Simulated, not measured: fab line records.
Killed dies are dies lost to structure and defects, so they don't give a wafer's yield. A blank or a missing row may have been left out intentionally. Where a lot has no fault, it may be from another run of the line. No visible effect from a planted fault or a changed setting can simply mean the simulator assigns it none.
The same fault as seen by 2 desks / flow sky130 / each desk has only its own numbers; what lay behind them comes last

## THE METROLOGY DESK
What the gauges read, lot by lot, whatever tool the lot ran on: means of the sampled wafers that have a number. The brackets show how far a lot's mean lies from the usual mean; more than 4 standard deviations puts the lot out of limits, marked OUT.
Columns: A = CAP2M_TIN_THK at SKY_CAP2M_THK_MEAS_04, usual 200.9 nm
lot=L321; first seen here=day 39 21:19; A=202.6
lot=L320; first seen here=day 39 21:25; A=197.7
lot=L322; first seen here=day 40 04:20; A=201.9
lot=L323; first seen here=day 40 12:57; A=200.4
lot=L326; first seen here=day 41 11:44; A=200.3
lot=L334; first seen here=day 43 21:43; A=199.0
lot=L337; first seen here=day 45 03:32; A=198.3
lot=L339; first seen here=day 45 07:05; A=198.1
lot=L340; first seen here=day 45 11:05; A=201.7
lot=L338; first seen here=day 45 12:56; A=201.2
lot=L341; first seen here=day 45 15:38; A=197.3
lot=L342; first seen here=day 46 01:08; A=205.0
lot=L343; first seen here=day 46 06:34; A=201.4
This desk found nothing out of limits on any of the 13 lots.

## AT THE TOOL OWNER'S DESK: cmp-02
The tool's own readings at SKY_VIA4_CMP_02 (polishes SiO2): means of the sampled wafers that have a number, for each lot that ran on this tool. The brackets show how far a lot's mean lies from the usual mean; more than 4 standard deviations puts the lot out of limits, marked OUT.
Columns: A = motorCurrentA at SKY_VIA4_CMP_02, usual 12.0 A; B = platenRpm at SKY_VIA4_CMP_02, usual 60.00 rpm; C = retainingRingPressureFrac at SKY_VIA4_CMP_02, usual 1.001
lot=L320; first seen here=day 41 23:57; A=11.1; B=59.94; C=1.000
lot=L322; first seen here=day 42 06:07; A=11.4; B=59.97; C=0.996
lot=L323; first seen here=day 42 14:57; A=11.0; B=60.01; C=1.008
lot=L326; first seen here=day 43 11:40; A=11.4; B=60.01; C=0.997
lot=L337; first seen here=day 46 23:02; A=11.6; B=59.96; C=0.996
lot=L338; first seen here=day 47 07:09; A=11.4; B=60.00; C=1.000
lot=L341; first seen here=day 47 09:50; A=12.0; B=60.03; C=1.000
lot=L343; first seen here=day 47 23:50; A=10.4; B=60.00; C=1.004
This desk found nothing out of limits on any of the 8 lots.

## TAKEN TOGETHER
Nothing out of limits was seen by the metrology desk.
Nothing out of limits was seen by the tool owner's desk.

## WHAT THE SIMULATOR HAD PUT IN
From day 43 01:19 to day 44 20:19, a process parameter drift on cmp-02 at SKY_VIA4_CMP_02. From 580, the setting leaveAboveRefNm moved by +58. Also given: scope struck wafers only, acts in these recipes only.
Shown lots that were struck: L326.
